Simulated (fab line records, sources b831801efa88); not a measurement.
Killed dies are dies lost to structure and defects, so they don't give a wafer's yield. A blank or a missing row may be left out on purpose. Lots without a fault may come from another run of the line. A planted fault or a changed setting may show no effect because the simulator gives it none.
Which tool did it? | flow sky130 | 12 lots, 36 wafers sampled, at 5 steps of a route of 708

WHAT THE GAUGES READ, wafer by wafer
SKY_NWELL_THK_MEAS_02. Usual: NWELL_OXIDATION_THK 10.03 nm, standard deviation 0.18.
lot  | measured    | on            | NWELL_OXIDATION_THK (nm) | flag
L703 | day 2 15:11 | film_metro-01 | 10.01 9.96 10.06         |
L704 | day 2 18:59 | film_metro-01 | 10.25 10.18 10.27        |
L708 | day 3 13:48 | film_metro-04 | 10.05 10.14 10.14        |
L712 | day 4 16:04 | film_metro-03 | 9.88 9.99 9.92           |
L713 | day 5 01:27 | film_metro-04 | 10.13 9.98 10.06         |
L714 | day 5 08:31 | film_metro-01 | 10.25 10.23 10.24        |
L715 | day 5 08:30 | film_metro-04 | 9.96 10.00 10.12         |
L716 | day 5 11:50 | film_metro-01 | 10.19 10.11 10.30        |
L717 | day 5 18:55 | film_metro-01 | 9.78 9.85 9.91           |
L719 | day 6 02:51 | film_metro-03 | 10.03 10.10 9.93         |
L724 | day 7 04:02 | film_metro-04 | 10.33 10.09 10.32        |
L726 | day 7 12:57 | film_metro-01 | 9.63 9.58 9.77           |

SKY_NWELL_RS_MEAS_29: measures by four-point-probe. Usual: NWELL_RS 624.8 ohm/sq, standard deviation 1.5.
lot  | measured     | on            | NWELL_RS (ohm/sq)                   | flag
L703 | day 5 11:05  | film_metro-04 | 626.4 627.7 624.4                   |
L704 | day 5 15:38  | film_metro-03 | 625.2 623.9 625.4                   |
L708 | day 6 10:11  | film_metro-03 | 624.5 623.5 623.7                   |
L712 | day 7 16:23  | film_metro-04 | 622.8 622.8 624.1                   |
L713 | day 8 06:00  | film_metro-01 | 623.2 624.9 622.7                   |
L714 | day 8 14:30  | film_metro-01 | 640.1 639.4 642.2 641.3 642.5 643.0 | OFF
L715 | day 8 14:44  | film_metro-04 | 623.5 623.2 623.1                   |
L716 | day 8 18:21  | film_metro-04 | 641.0 642.4 641.1 640.5 641.9 641.5 | OFF
L717 | day 9 03:14  | film_metro-01 | 622.8 623.1 624.0                   |
L719 | day 9 11:29  | film_metro-04 | 625.8 624.5 624.0                   |
L724 | day 10 17:32 | film_metro-01 | 624.2 624.2 624.5                   |
L726 | day 11 03:56 | film_metro-03 | 624.8 624.8 625.7                   |

SKY_NWELL_RS_MEAS_31: measures by four-point-probe. Usual: PWDE_RS 5273 ohm/sq, standard deviation 18.
lot  | measured     | on            | PWDE_RS (ohm/sq) | flag
L703 | day 5 11:20  | film_metro-04 | 5264 5283 5259   |
L704 | day 5 15:52  | film_metro-03 | 5274 5270 5284   |
L708 | day 6 10:25  | film_metro-03 | 5277 5295 5285   |
L712 | day 7 16:37  | film_metro-04 | 5276 5276 5279   |
L713 | day 8 06:14  | film_metro-01 | 5246 5242 5264   |
L714 | day 8 16:45  | film_metro-01 | 5266 5264 5250   |
L715 | day 8 14:59  | film_metro-04 | 5234 5256 5252   |
L716 | day 8 20:19  | film_metro-04 | 5266 5252 5251   |
L717 | day 9 03:28  | film_metro-01 | 5288 5298 5278   |
L719 | day 9 11:44  | film_metro-04 | 5274 5270 5257   |
L724 | day 10 17:46 | film_metro-01 | 5253 5270 5252   |
L726 | day 11 04:10 | film_metro-03 | 5294 5287 5292   |

WHICH TOOL RAN EACH LOT (tool, then ch and the chambers of the sampled wafers, then the start)
lot  | SKY_FIELD_ISO_ETCH_15             | SKY_NWELL_IMPLANT_13
L703 | rie_diel-04 ch 0,2,3, day 2 06:44 | implanter-02 ch 0, day 4 17:43
L704 | rie_diel-04 ch 0,1,2, day 2 08:41 | implanter-02 ch 0, day 4 21:22
L708 | rie_diel-04 ch 1,3, day 3 06:56   | implanter-01 ch 0, day 5 16:07
L712 | rie_diel-01 ch 0,1, day 4 04:08   | implanter-02 ch 0, day 6 19:43
L713 | rie_diel-03 ch 0,1,3, day 4 08:14 | implanter-02 ch 0, day 7 09:14
L714 | rie_diel-03 ch 0,1,3, day 4 16:15 | implanter-01 ch 0, day 7 16:57
L715 | rie_diel-03 ch 0,2,3, day 4 20:18 | implanter-04 ch 0, day 7 17:16
L716 | rie_diel-03 ch 2,3, day 4 23:38   | implanter-01 ch 0, day 7 21:27
L717 | rie_diel-01 ch 0,1,2, day 5 07:08 | implanter-02 ch 0, day 8 05:28
L719 | rie_diel-04 ch 0,1,2, day 5 19:08 | implanter-04 ch 0, day 8 14:43
L724 | rie_diel-03 ch 0,2,3, day 6 20:30 | implanter-02 ch 0, day 9 17:46
L726 | rie_diel-03 ch 0,1,2, day 7 04:53 | implanter-04 ch 0, day 10 03:55
- SKY_FIELD_ISO_ETCH_15: etches the open film in CHF3/O2, stops on Si, target depth 180 nm, time 72 s.
- SKY_NWELL_IMPLANT_13

WHAT THE TOOLS THEMSELVES READ (means of the sampled wafers that have a number; where no wafer has one, the mark that the record gives instead)
SKY_FIELD_ISO_ETCH_15. Usual: drypump_motor_current_A 5.6 A, standard deviation 0.43; oes_product_au 0.949 a.u., standard deviation 0.0072; throttle_valve_pct 8.846 %, standard deviation 0.01.
lot  | tool        | drypump_motor_current_A (A) | oes_product_au (a.u.) | throttle_valve_pct (%) | flag
L703 | rie_diel-04 | 5.8                         | 0.938                 | 8.840                  |
L704 | rie_diel-04 | 5.6                         | 0.956                 | 8.851                  |
L708 | rie_diel-04 | 5.8                         | 0.936                 | 8.830                  |
L712 | rie_diel-01 | 6.2                         | 0.954                 | 8.850                  |
L713 | rie_diel-03 | 5.3                         | 0.942                 | 8.841                  |
L714 | rie_diel-03 | 5.3                         | 0.948                 | 8.855                  |
L715 | rie_diel-03 | 5.6                         | 0.946                 | 8.850                  |
L716 | rie_diel-03 | 5.7                         | 0.955                 | 8.856                  |
L717 | rie_diel-01 | 6.1                         | 0.951                 | 8.856                  |
L719 | rie_diel-04 | 5.7                         | 0.954                 | 8.851                  |
L724 | rie_diel-03 | 5.6                         | 0.946                 | 8.847                  |
L726 | rie_diel-03 | 5.3                         | 0.943                 | 8.851                  |

SKY_NWELL_IMPLANT_13. Usual: dose_ions_cm2 7e+11, standard deviation 8e+08; faraday_current_uA 3.94, standard deviation 0.068.
lot  | tool         | dose_ions_cm2 | faraday_current_uA | flag
L703 | implanter-02 | 7e+11         | 3.96               |
L704 | implanter-02 | 7e+11         | 3.94               |
L708 | implanter-01 | 7e+11         | 3.94               |
L712 | implanter-02 | 7e+11         | 3.92               |
L713 | implanter-02 | 7e+11         | 3.92               |
L714 | implanter-01 | 3e+11         | 1.45               | OFF
L715 | implanter-04 | 7e+11         | 3.94               |
L716 | implanter-01 | 3e+11         | 1.45               | OFF
L717 | implanter-02 | 7e+11         | 3.98               |
L719 | implanter-04 | 7e+11         | 3.96               |
L724 | implanter-02 | 7e+11         | 4.00               |
L726 | implanter-04 | 7e+11         | 3.96               |

THE ANSWER, worked out from the rows above alone
Rule: a lot is off if the mean of its wafers that have a number lies more than 3 standard deviations from the usual mean. A lot without any number at a reading at which 4 lots or more have one is off too. The other lots that the step has rows for count as sound. The gauges are gone through in route order, then the tools' own readings, and for those a lot's mean is taken as printed above. The first step at which some lot is off is used, and at that step the reading that is off furthest; a lot without a number counts as furthest.
Off: L714, L716, at SKY_NWELL_RS_MEAS_29 (NWELL_RS).
A tool fits if, at a process step before that reading, it ran every lot that is off, and no sound lot after the first of them. The gauges at SKY_NWELL_RS_MEAS_29 aren't tried: what is off there is off at SKY_NWELL_IMPLANT_13 too, on other tools, and a gauge's error can't cause that. One fits: implanter-01 at SKY_NWELL_IMPLANT_13. Its last sound lot is L708 (day 5 16:07), its first lot that is off L714 (day 7 16:57): a fault that began between those two fits.
The tool's own readings at SKY_NWELL_IMPLANT_13 bear it out: on the lots that are off they differ by more than 5 times the standard deviation of the sound lots' means. dose_ions_cm2 reads 3e+11 there against 7e+11 on the sound lots; faraday_current_uA reads 1.45 there against 3.95 on the sound lots.

WHAT THE SIMULATOR HAD PUT IN
Process parameter drift: implanter-01, from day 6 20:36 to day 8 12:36, at SKY_NWELL_IMPLANT_13. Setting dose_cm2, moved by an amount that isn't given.
Lots struck among those shown: L714, L716. The rule above found the same.
